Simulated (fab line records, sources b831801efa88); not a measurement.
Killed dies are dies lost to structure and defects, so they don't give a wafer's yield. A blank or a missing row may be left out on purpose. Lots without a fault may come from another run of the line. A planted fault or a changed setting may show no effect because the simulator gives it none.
Split-lot experiment | flow sky130 | 5 lots, 23 wafers read, on a route of 708 steps

THE SPLIT
At SKY_VT_ADJUST_LVTN_IMPLANT_19, the setting energy_kev was moved away from the recipe's 30 on 7 of the 23 wafers read, by -5.3% to +4.0%. The other wafers ran this setting at the recipe's value.

The reading is taken at the split's own step.

THE READING
implant.rp_nm (the simulator's own value, which no gauge read), in nm, at SKY_VT_ADJUST_LVTN_IMPLANT_19. The file gives no usual value for it. The 16 wafers here that ran the recipe average 99.39 nm, standard deviation 0.74 nm.

wafer  | tool, chamber at the split | energy_kev as run | against the recipe | implant.rp_nm, nm | against lot-mates on the recipe
L075.1 | implanter-01, 0            | 30                | recipe             | 98.98             | -
L075.3 | implanter-01, 0            | 30                | recipe             | 98.98             | -
L075.5 | implanter-01, 0            | 30                | recipe             | 98.98             | -
L075.2 | implanter-01, 0            | 31.15             | +3.8%              | 102.7             | +3.72
L075.6 | implanter-01, 0            | 31.15             | +3.8%              | 102.7             | +3.72
L076.2 | implanter-01, 0            | 31.21             | +4.0%              | 104.1             | +4.00
L076.5 | implanter-01, 0            | 31.21             | +4.0%              | 104.1             | +4.00
L076.3 | implanter-01, 0            | 30                | recipe             | 100.1             | -
L076.4 | implanter-01, 0            | 30                | recipe             | 100.1             | -
L076.6 | implanter-01, 0            | 30                | recipe             | 100.1             | -
L079.3 | implanter-02, 0            | 30                | recipe             | 98.06             | -
L079.5 | implanter-02, 0            | 30                | recipe             | 98.06             | -
L079.6 | implanter-02, 0            | 30                | recipe             | 98.06             | -
L082.1 | implanter-04, 0            | 30                | recipe             | 99.92             | -
L082.5 | implanter-04, 0            | 30                | recipe             | 99.92             | -
L082.2 | implanter-04, 0            | 28.4              | -5.3%              | 94.72             | -5.20
L082.3 | implanter-04, 0            | 28.4              | -5.3%              | 94.72             | -5.20
L082.4 | implanter-04, 0            | 28.4              | -5.3%              | 94.72             | -5.20
L084.1 | implanter-04, 0            | 30                | recipe             | 99.79             | -
L084.2 | implanter-04, 0            | 30                | recipe             | 99.79             | -
L084.4 | implanter-04, 0            | 30                | recipe             | 99.79             | -
L084.5 | implanter-04, 0            | 30                | recipe             | 99.79             | -
L084.6 | implanter-04, 0            | 30                | recipe             | 99.79             | -

THE FIT
A straight line over all 23 wafers: implant.rp_nm changes by +0.938 nm for each +1% of energy_kev; r = +0.96; the points scatter about the line by 0.71 nm.
The same after taking each lot's own level away (the mean of its wafers on the recipe; 23 wafers): +0.978 nm for each +1%; r = +1.00; scatter 0.02 nm.
On that fit, the largest move of energy_kev shifts the reading by 5.2 nm.
The lots' own levels span 98.060 to 100.100 nm, that is 2.8 times the standard deviation above.
So the lot-to-lot level changes the slope little: the two slopes agree.
Check: with one of the wafers moved furthest among these (-5.3%) left out of the fit, the line predicts -5.21 nm for it against its lot-mates. It came out at -5.2 nm against them.

OTHER SPLITS ON THESE WAFERS
These wafers also went through other splits before the reading. Each is held against what the fit with the lots' levels taken away leaves over:
other split on the same wafers         | wafers away from the commonest value | r with implant.rp_nm (lot level and that fit taken away)
SKY_VT_ADJUST_HVTP_SOFTBAKE_03 temp_c  | 10                                   | -0.18
SKY_VT_ADJUST_HVTP_IMPLANT_09 dose_cm2 | 7                                    | +0.10
SKY_VT_ADJUST_LVTN_IMPLANT_08 dose_cm2 | 8                                    | -0.25

THE WHOLE CHAIN: every reading that the file lists as answering this split, in the file's order
step                          | what it does | reading                                                         | change (the file's fit)               | r (the file's)
SKY_VT_ADJUST_LVTN_IMPLANT_19 |              | implant.drp_nm (the simulator's own value, which no gauge read) | +0.34 nm for each +1% of the setting  | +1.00
SKY_VT_ADJUST_LVTN_IMPLANT_19 |              | implant.rp_nm (the simulator's own value, which no gauge read)  | +0.971 nm for each +1% of the setting | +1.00

THE FILE'S OWN FIT
implant.rp_nm changes by +0.971 nm for each +1% of energy_kev, r = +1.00.
